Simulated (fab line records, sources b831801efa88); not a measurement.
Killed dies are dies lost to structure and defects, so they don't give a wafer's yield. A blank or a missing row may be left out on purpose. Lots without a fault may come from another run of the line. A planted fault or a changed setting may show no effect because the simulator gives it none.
Tool commonality check | flow gf180mcu | 13 lots, 39 wafers sampled

WHY IT WAS OPENED
At GF_NSD_TW_MEAS_12 the reading NSD_TW is flagged on 1 of 13 lots. Wafers without a fault read 4262, standard deviation 38.
Rule: a lot is flagged when every wafer of it that has a number lies more than 4 standard deviations from that mean, or none has a number. The other lots count as sound.

lot  | measured     | on            | NSD_TW, wafer by wafer | flag
L349 | day 13 10:12 | film_metro-02 | 4202 4183 4211         |
L351 | day 14 02:10 | film_metro-01 | 4289 4285 4281         |
L352 | day 14 09:26 | film_metro-02 | 4238 4209 4230         |
L353 | day 15 04:35 | film_metro-03 | 4312 4303 4299         |
L356 | day 15 22:43 | film_metro-01 | 4274 4284 4278         |
L357 | day 16 14:30 | film_metro-01 | 4271 4288 4272         |
L358 | day 16 19:34 | film_metro-01 | 4257 4282 4264         |
L360 | day 17 06:29 | film_metro-03 | 4259 4260 4274         |
L361 | day 17 12:44 | film_metro-02 | 4206 4210 4203         |
L362 | day 18 02:09 | film_metro-01 | 4276 4256 4257         |
L363 | day 18 07:15 | film_metro-02 | 4210 4216 4163         |
L369 | day 20 09:17 | film_metro-03 | 31 31 30               | FLAGGED
L372 | day 21 18:57 | film_metro-03 | 4288 4295 4278         |
The numbers of the flagged lots are 31 on average: -4231 against the usual, or -99 or more standard deviations.

WHICH TOOL RAN EACH LOT
The record holds 1 process step before the reading, out of a route of 602 steps. In each cell: the tool, then ch and the chambers that the sampled wafers went through, then the start.
lot  | flag    | GF_NSD_EXPOSE_04
L349 |         | iline_stepper-02 ch 0, day 13 00:05
L351 |         | iline_stepper-01 ch 0, day 13 15:25
L352 |         | iline_stepper-02 ch 0, day 13 22:58
L353 |         | iline_stepper-01 ch 0, day 14 17:39
L356 |         | iline_stepper-01 ch 0, day 15 11:21
L357 |         | iline_stepper-02 ch 0, day 16 03:05
L358 |         | iline_stepper-01 ch 0, day 16 07:30
L360 |         | iline_stepper-02 ch 0, day 16 18:53
L361 |         | iline_stepper-02 ch 0, day 17 01:32
L362 |         | iline_stepper-01 ch 0, day 17 14:24
L363 |         | iline_stepper-01 ch 0, day 17 19:44
L369 | FLAGGED | iline_stepper-01 ch 0, day 19 20:55
L372 |         | iline_stepper-01 ch 0, day 21 06:19
What these steps do:
- GF_NSD_EXPOSE_04: exposes mask Nplus, target cd 400 nm.
- GF_NSD_TW_MEAS_12

FLAGGED OVER TOTAL, TOOL BY TOOL (the gauges that took the reading come last)
step              | tool             | lots run | flagged | share of the flagged lots | sound lots run after its first flagged lot
GF_NSD_EXPOSE_04  | iline_stepper-01 | 8        | 1       | all                       | 1 (L372)
GF_NSD_EXPOSE_04  | iline_stepper-02 | 5        | 0       | none                      | -
GF_NSD_TW_MEAS_12 | film_metro-01    | 5        | 0       | none                      | -
GF_NSD_TW_MEAS_12 | film_metro-02    | 4        | 0       | none                      | -
GF_NSD_TW_MEAS_12 | film_metro-03    | 4        | 1       | all                       | 1 (L372)

WHAT THE TABLE ALLOWS
2 rows of the table ran every flagged lot: iline_stepper-01 at GF_NSD_EXPOSE_04, film_metro-03 at GF_NSD_TW_MEAS_12.
- iline_stepper-01 at GF_NSD_EXPOSE_04: 1 of its 8 lots flagged. Sound lots ran on it after the first flagged one (L372), which a lasting fault on the whole tool wouldn't allow.
- film_metro-03 at GF_NSD_TW_MEAS_12: 1 of its 4 lots flagged. Sound lots ran on it after the first flagged one (L372), which a lasting fault on the whole tool wouldn't allow.
No row of the table ran every flagged lot and no sound lot after the first.

WHAT THE SIMULATOR HAD PUT IN
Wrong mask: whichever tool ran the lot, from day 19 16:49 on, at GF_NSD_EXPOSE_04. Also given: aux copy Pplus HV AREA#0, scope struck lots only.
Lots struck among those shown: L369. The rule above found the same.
